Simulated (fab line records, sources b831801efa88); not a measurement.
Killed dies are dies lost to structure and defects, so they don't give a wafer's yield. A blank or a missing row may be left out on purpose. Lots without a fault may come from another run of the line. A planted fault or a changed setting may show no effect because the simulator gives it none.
One fault seen from 2 desks | flow sky130 | each desk has only its own numbers; what lay behind them comes last

THE METROLOGY DESK
What the gauges read, lot by lot, whatever tool the lot ran on: means of the sampled wafers that have a number. A lot is out of limits, marked OUT, if its mean lies more than 4 standard deviations from the usual mean; the brackets give that distance.
Columns: A = GATE_OXIDE_OVL at SKY_GATE_OXIDE_OVL_MEAS_10, usual -0.1 nm; B = GATE_OXIDE_TW at SKY_GATE_OXIDE_TW_MEAS_14, usual 224.6
lot  | first seen here | A    | B
L813 | day 14 03:53    | 0.1  | 224.0
L819 | day 16 11:39    | 0.7  | 226.9
L821 | day 17 01:33    | -0.7 | 223.7
L827 | day 19 00:01    | -2.0 | 224.8
L830 | day 21 00:51    | 0.1  | 224.9
L834 | day 21 19:27    | 2.0  | 222.7
This desk's finding: nothing out of limits on any of the 6 lots.

THE TOOL OWNER'S DESK: furnace-01
The tool's own readings at SKY_GATE_OXIDE_OXIDATION_16 (stabilise 600 s, purge 300 s, target thk 3.57 nm): means of the sampled wafers that have a number, for each lot that ran on this tool. A lot is out of limits, marked OUT, if its mean lies more than 4 standard deviations from the usual mean; the brackets give that distance.
Columns: A = ramp_down_c_per_min at SKY_GATE_OXIDE_OXIDATION_16, usual 3.0000; B = spike_tc_top_C at SKY_GATE_OXIDE_OXIDATION_16, usual 813 C; C = zone_power_lower_pct at SKY_GATE_OXIDE_OXIDATION_16, usual 14.3 %
lot  | first seen here | A      | B   | C
L813 | day 14 05:38    | 2.9997 | 808 | 12.2
L819 | day 16 12:16    | 2.9999 | 807 | 12.2
L821 | day 17 03:14    | 2.9995 | 807 | 12.3
L830 | day 21 01:29    | 3.0001 | 808 | 12.1
L834 | day 21 20:00    | 3.0004 | 808 | 12.1
This desk's finding: nothing out of limits on any of the 5 lots.

PUT TOGETHER
The metrology desk saw nothing out of limits.
The tool owner's desk saw nothing out of limits.

WHAT THE SIMULATOR HAD PUT IN
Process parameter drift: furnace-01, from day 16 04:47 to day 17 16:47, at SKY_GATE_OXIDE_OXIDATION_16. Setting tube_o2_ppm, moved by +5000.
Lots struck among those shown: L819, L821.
